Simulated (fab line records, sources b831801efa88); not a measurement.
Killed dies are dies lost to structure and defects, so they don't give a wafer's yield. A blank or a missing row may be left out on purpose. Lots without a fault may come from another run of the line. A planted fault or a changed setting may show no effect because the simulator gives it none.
Which tool did it? | flow gf180mcu | 10 lots, 30 wafers sampled, at 5 steps of a route of 602

WHAT THE GAUGES READ, wafer by wafer
GF_M2_RS_MEAS_05: measures by four-point-probe.
lot  | measured     | on            | M2_ALCU_RS (ohm/sq)
L908 | day 18 17:13 | film_metro-01 | 0.0701 0.0692 0.0692
L909 | day 19 00:37 | film_metro-03 | 0.0685 0.0678 0.0684
L910 | day 19 10:52 | film_metro-01 | 0.0691 0.0692 0.0694
L913 | day 20 13:53 | film_metro-03 | 0.0819 0.0825 0.0823
L914 | day 21 05:19 | film_metro-01 | 0.0856 0.0853 0.0853
L923 | day 24 04:04 | film_metro-02 | 0.0694 0.0700 0.0704
L924 | day 24 18:39 | film_metro-03 | 0.0689 0.0701 0.0701
L925 | day 24 22:25 | film_metro-03 | 0.0692 0.0694 0.0698
L928 | day 25 23:47 | film_metro-03 | 0.0703 0.0702 0.0705
L930 | day 26 10:52 | film_metro-02 | 0.0715 0.0710 0.0706

WHICH TOOL RAN EACH LOT (tool, then ch and the chambers of the sampled wafers, then the start)
lot  | GF_M1_SPUTTER_04             | GF_M2_SPUTTER_00             | GF_M2_SPUTTER_02             | GF_M2_SPUTTER_03
L908 | pvd_sputter-03, day 16 15:38 | pvd_sputter-01, day 18 17:00 | pvd_sputter-01, day 18 17:08 | pvd_sputter-01, day 18 17:10
L909 | pvd_sputter-02, day 16 23:02 | pvd_sputter-02, day 19 00:22 | pvd_sputter-02, day 19 00:30 | pvd_sputter-02, day 19 00:32
L910 | pvd_sputter-02, day 17 09:08 | pvd_sputter-01, day 19 10:37 | pvd_sputter-01, day 19 10:45 | pvd_sputter-01, day 19 10:47
L913 | pvd_sputter-02, day 18 10:11 | pvd_sputter-01, day 20 13:38 | pvd_sputter-01, day 20 13:46 | pvd_sputter-01, day 20 13:47
L914 | pvd_sputter-03, day 19 00:45 | pvd_sputter-01, day 21 05:05 | pvd_sputter-01, day 21 05:13 | pvd_sputter-01, day 21 05:15
L923 | pvd_sputter-01, day 22 03:01 | pvd_sputter-04, day 24 03:50 | pvd_sputter-04, day 24 03:58 | pvd_sputter-04, day 24 03:59
L924 | pvd_sputter-02, day 22 17:26 | pvd_sputter-04, day 24 18:26 | pvd_sputter-04, day 24 18:34 | pvd_sputter-04, day 24 18:35
L925 | pvd_sputter-02, day 22 22:02 | pvd_sputter-01, day 24 22:10 | pvd_sputter-01, day 24 22:18 | pvd_sputter-01, day 24 22:20
L928 | pvd_sputter-01, day 24 00:43 | pvd_sputter-01, day 25 23:31 | pvd_sputter-01, day 25 23:38 | pvd_sputter-01, day 25 23:40
L930 | pvd_sputter-02, day 24 13:41 | pvd_sputter-01, day 26 10:39 | pvd_sputter-01, day 26 10:47 | pvd_sputter-01, day 26 10:49
- GF_M1_SPUTTER_04: material TiN, target thk 50 nm, time 41.7 s.
- GF_M2_SPUTTER_00: material Ti, target thk 37.5 nm, time 150 s.
- GF_M2_SPUTTER_02: material AlCu, target thk 450 nm, time 23.9 s.
- GF_M2_SPUTTER_03: material Ti, target thk 10 nm, time 6.7 s.

THE ANSWER, worked out from the rows above alone
Rule: what is usual is taken from the lots themselves. Put in order of their means at a reading, lots are off if they are a third of the lots or fewer, leave a main group of 4 or more, and stand apart from it by a gap of 3 or more times the standard deviation of the main group's means; of several such gaps the widest counts. A main group whose means are all the same, to the digits that the tables above print for the reading, isn't used. A lot without any number at a reading at which 4 lots or more have one is off too. The other lots that the step has rows for count as sound.
Off: L913, L914, at GF_M2_RS_MEAS_05 (M2_ALCU_RS). The main group: mean 0.0697 ohm/sq, standard deviation 0.00077.
A tool fits if, at a process step before that reading, it ran every lot that is off, and no sound lot after the first of them. The gauges at GF_M2_RS_MEAS_05 are tried like those tools. None of those tried fits.

WHAT THE SIMULATOR HAD PUT IN
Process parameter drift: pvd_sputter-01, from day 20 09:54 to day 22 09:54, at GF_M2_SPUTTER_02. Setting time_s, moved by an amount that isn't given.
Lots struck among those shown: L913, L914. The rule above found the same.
